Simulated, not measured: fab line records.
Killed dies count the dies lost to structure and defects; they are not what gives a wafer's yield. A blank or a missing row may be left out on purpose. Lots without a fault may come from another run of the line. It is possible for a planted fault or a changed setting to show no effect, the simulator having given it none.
Chamber matching ; flow gf180mcu ; GF_CONTACT_CMP_04 on cmp-01 has 4 sister chambers
The step polishes SiO2. 14 wafers are shown with their chamber, then 7 later ones without.

## WAFERS PAIRED WITH THEIR CHAMBERS
wafer;chamber;time-to-endpoint-s (s);motor-current-A (A);retaining-ring-pressure-frac
L148.1;3;110;12.6;0.998
L148.3;2;99;12.7;1.008
L148.6;0;116;12.9;0.994
L149.1;1;105;12.9;1.005
L149.3;2;96;12.8;1.002
L149.5;0;120;12.7;1.008
L151.1;1;108;13.6;1.005
L151.3;2;103;12.8;1.000
L151.6;1;114;13.3;1.008
L152.1;0;112;12.9;1.003
L152.2;2;90;13.2;0.996
L152.3;3;98;12.5;1.000
L163.1;3;113;13.0;1.000
L163.3;2;107;12.7;0.997

SIGNATURES, as means of the wafers listed above
reading;chamber 0;chamber 1;chamber 2;chamber 3;scatter within a chamber
time-to-endpoint-s;116.00;109.00;99.00;107.00;6.08
motor-current-A;12.833;13.267;12.840;12.700;0.242
retaining-ring-pressure-frac;1.00167;1.00600;1.00060;0.99933;0.00448
Rule: distance of a wafer from a chamber = root of the sum over the readings of ((wafer's reading minus chamber's mean) / reading's scatter) squared. If the next closest chamber is less than 2 further off than the closest, the wafer can't be placed; otherwise it belongs to the closest. The scatter: the root of (the sum of the squares of (reading less its chamber's mean) over the shown wafers, divided by (wafers less chambers)).

## WAFERS WITHOUT THEIR CHAMBER
wafer;time-to-endpoint-s (s);motor-current-A (A);retaining-ring-pressure-frac
L163.4;123;12.8;1.003
L164.2;101;12.5;0.994
L164.5;105;12.7;0.997
L164.6;111;12.5;1.002
L168.3;95;12.9;0.999
L168.4;111;12.8;0.999
L168.5;115;12.4;1.002

## THE CHAMBER EACH PASSED THROUGH
wafer;from the rows above;in truth
L163.4;can't be placed: 0 or 3 or 1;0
L164.2;can't be placed: 3 or 2 or 0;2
L164.5;can't be placed: 3 or 2 or 0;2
L164.6;can't be placed: 3 or 0 or 2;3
L168.3;can't be placed: 2 or 3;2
L168.4;can't be placed: 3 or 0 or 2 or 1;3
L168.5;can't be placed: 0 or 3 or 2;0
Correct placement for 0 of the 7. Not placeable from these rows: 7 (in 7, the candidates include the true chamber). Number placed wrongly: 0.
